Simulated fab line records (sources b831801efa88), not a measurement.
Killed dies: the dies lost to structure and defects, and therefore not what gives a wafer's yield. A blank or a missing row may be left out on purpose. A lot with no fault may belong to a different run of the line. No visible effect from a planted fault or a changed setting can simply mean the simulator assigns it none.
Struck lot and sound lot, side by side | flow sky130 | 29 out of 708 route steps
Sound: these wafers, L539.1, L539.2, L539.5. Wafers L527.4, L527.5, L527.6 were the ones struck. The cause comes at the end.
At each step with rows: each side's tool, then ch and its chambers, then its first start. Under that, the readings that differ: sound wafers | struck wafers | difference of the means | sigmas: that difference in standard deviations of wafers without a fault.
alike: same words and numbers on both sides, and readings whose means sit less than 2 such deviations apart. not compared: any withheld reading, any reading some wafer has no value for, any bound like >300 that may hide the same value, and any number with overlapping values for which the record gives no deviation.
The two part at a step that has a row with sigmas, a row that says differs or no value, or rows on one side only. Non-overlapping numbers with no deviation appear without sigmas and do not part them. A reading that every wafer of one side lacks parts them only if that side has two wafers or more.

first, 3 steps without rows for these wafers: SKY_METAL2_EXPOSE_12 (exposes mask MM2, target cd 140 nm); SKY_METAL2_PEB_13; SKY_METAL2_DEVELOP_14 (develop time 60 s).
SKY_METAL2_CD_MEAS_15: target cd 140 nm.
  struck on cd sem-01, day 37 16:38; sound on cd sem-02, day 41 09:45
  reading    | sound             | struck            | difference | sigmas
  cd nm (nm) | 138.0 138.2 136.9 | 141.2 141.3 141.5 | +3.6       | +2
SKY_METAL2_OVL_MEAS_16:
  struck on overlay-02, day 37 16:43; sound on overlay-02, day 41 09:52
  alike: METAL2_OVL
then, 1 step without rows for these wafers: SKY_METAL2_DESCUM_17 (chemistry O2, time 8 s).
SKY_METAL2_ETCH_18: etches BARC in N2/H2, stops on SiO2, time 45.9 s, target depth 60 nm.
  sound on rie metal-01 ch 0,1, day 41 09:56; struck on rie metal-01 ch 0,1, day 37 16:47
  alike: drypump motor current A, he backside leak sccm, oes product au, throttle valve pct
  not compared: rf hours counter h
SKY_METAL2_METAL_ETCH_19: etches the open film in Cl2/BCl3, stops on SiO2, target depth 360 nm, time 78 s.
  sound on rie metal-01 ch 0,1, day 41 10:00; struck on rie metal-01 ch 0,1, day 37 16:51
  alike: drypump motor current A, he backside leak sccm, oes product au, throttle valve pct
  not compared: rf hours counter h
SKY_METAL2_STRIP_20: strips in O2/N2.
  sound on plasma asher-02 ch 0,1, day 41 10:05; struck on plasma asher-02 ch 0,1, day 37 16:57
  alike: drypump motor current A, o2 flow sccm, oes product au, strip time to endpoint s
  not compared: rf hours counter h
then, 3 steps without rows for these wafers: SKY_METAL2_STRIP_21 (strips in post etch residue remover, time 1200 s); SKY_METAL2_CLEAN_22 (cleans in IPA, time 180 s); SKY_METAL2_CLEAN_23 (cleans in O3/DIW).
SKY_VIA2_HDPCVD_00: deposits SiO2, target thk 1180 nm, time 196.7 s.
  sound on hdpcvd-02 ch 0,1,2, day 41 10:41; struck on hdpcvd-02 ch 0,1,2, day 37 17:34
  no value came back on the struck wafers for pressure mtorr (mTorr), run length s (s); on the sound wafers pressure mtorr (mTorr) reads 6.013 6.021 6.002
SKY_VIA2_CMP_02: polishes SiO2.
  sound on cmp-01 ch 1,2, day 41 10:52; struck on cmp-02 ch 1,2, day 37 17:45
  alike: motor current A
SKY_VIA2_BOW_MEAS_03:
  struck on film metro-02, day 37 18:04; sound on film metro-03, day 41 11:10
  alike: VIA2_BOW
then, 8 steps without rows for these wafers: SKY_VIA2_DEHYDRATE_04 (time 60 s); SKY_VIA2_HMDS_05 (prime time 60 s); SKY_VIA2_COAT_06 (resist thk 60 nm); SKY_VIA2_COAT_07 (resist thk 450 nm); SKY_VIA2_SOFTBAKE_08 (time 90 s); SKY_VIA2_EXPOSE_09 (exposes mask VIM2, target cd 200 nm); SKY_VIA2_PEB_10; SKY_VIA2_DEVELOP_11 (develop time 60 s).
SKY_VIA2_CD_MEAS_12: target cd 200 nm.
  struck on cd sem-01, day 38 20:02; sound on cd sem-02, day 42 11:07
  alike: cd nm
SKY_VIA2_OVL_MEAS_13:
  struck on overlay-01, day 38 20:07; sound on overlay-01, day 42 11:14
  alike: VIA2_OVL
SKY_VIA2_ETCH_14: etches BARC in N2/H2, stops on SiO2, time 45.9 s, target depth 60 nm.
  sound on rie diel-01 ch 0,1, day 42 11:17; struck on rie diel-01 ch 0,1, day 38 20:08
  alike: drypump motor current A, oes product au, throttle valve pct
  not compared: rf hours counter h
SKY_VIA2_ETCH_15: etches SiO2 in C4F8/O2/Ar, stops on TiN, target depth 546 nm, time 84 s.
  sound on rie diel-01 ch 0,1, day 42 11:19; struck on rie diel-01 ch 0,1, day 38 20:10
  reading                  | sound             | struck            | difference | sigmas
  oes product au (a.u.)    | 0.941 0.940 0.942 | 0.373 0.380 0.377 | -0.564     | -99 or more
  model.etch.depth nm (nm) | 495.6 494 495.6   | 0 0 0             | -495       |
  not compared: rf hours counter h
then, 1 step without rows for these wafers: SKY_VIA2_STRIP_16 (strips in O2/N2).
-- the record jumps here: 9 days lie between the struck wafers' starts before and after (it left off in module VIA2 and takes up again in module PAD_OPEN, whose first step shown is number 708 of the route) --
SKY_PAD_OPEN_PROBE_99:
  struck on prober-02, day 47 21:03; sound on prober-02, day 50 14:22
  reading                  | sound          | struck         | difference | sigmas
  defect limited yield (%) | 82.1 81.7 80.7 | 0 0 0          | -82        | -48
  killed_at_M0_to_M3       | 37 45 45       | 476 485 484    | +439       | +69
  killed_at_M4_up          | 3 5 6          | 1 1 1          | -4         | -2
  killed at contacts       | 29 26 30       | 6 3 5          | -24        | -5
  killed at front end      | 19 13 14       | 7 3 2          | -11        | -3
  killed dies              | 88 90 95       | 492 492 492    | +401       | +47
  killed on rim            | 19 24 24       | 96 96 96       | +74        | +18
  killed open              | 44 50 50       | 11 8 10        | -38        | -5
  killed short             | 43 40 44       | 11 8 8         | -33        | -6
  sort_bin_3_pad_short (%) | 0.4 1.0 0.6    | 22.6 22.8 24.8 | +22.7      | +52
  sort_bin_5_function (%)  | 11.4 10.2 9.3  | 75.4 74.4 72.6 | +63.8      | +43
  sort_bin_6_memory (%)    | 6.1 7.1 9.3    | 2.0 2.8 2.6    | -5.0       | -4
  sort n pass              | 404 402 397    | 0 0 0          | -401       | -47
  sort yield pct (%)       | 82.1 81.7 80.7 | 0 0 0          | -82        | -48
  alike: killed at other

## WHERE THEY PART
At SKY_METAL2_CD_MEAS_15 first; at SKY_PAD_OPEN_PROBE_99 last (within this record only).

WHY: what had been put in by the simulator
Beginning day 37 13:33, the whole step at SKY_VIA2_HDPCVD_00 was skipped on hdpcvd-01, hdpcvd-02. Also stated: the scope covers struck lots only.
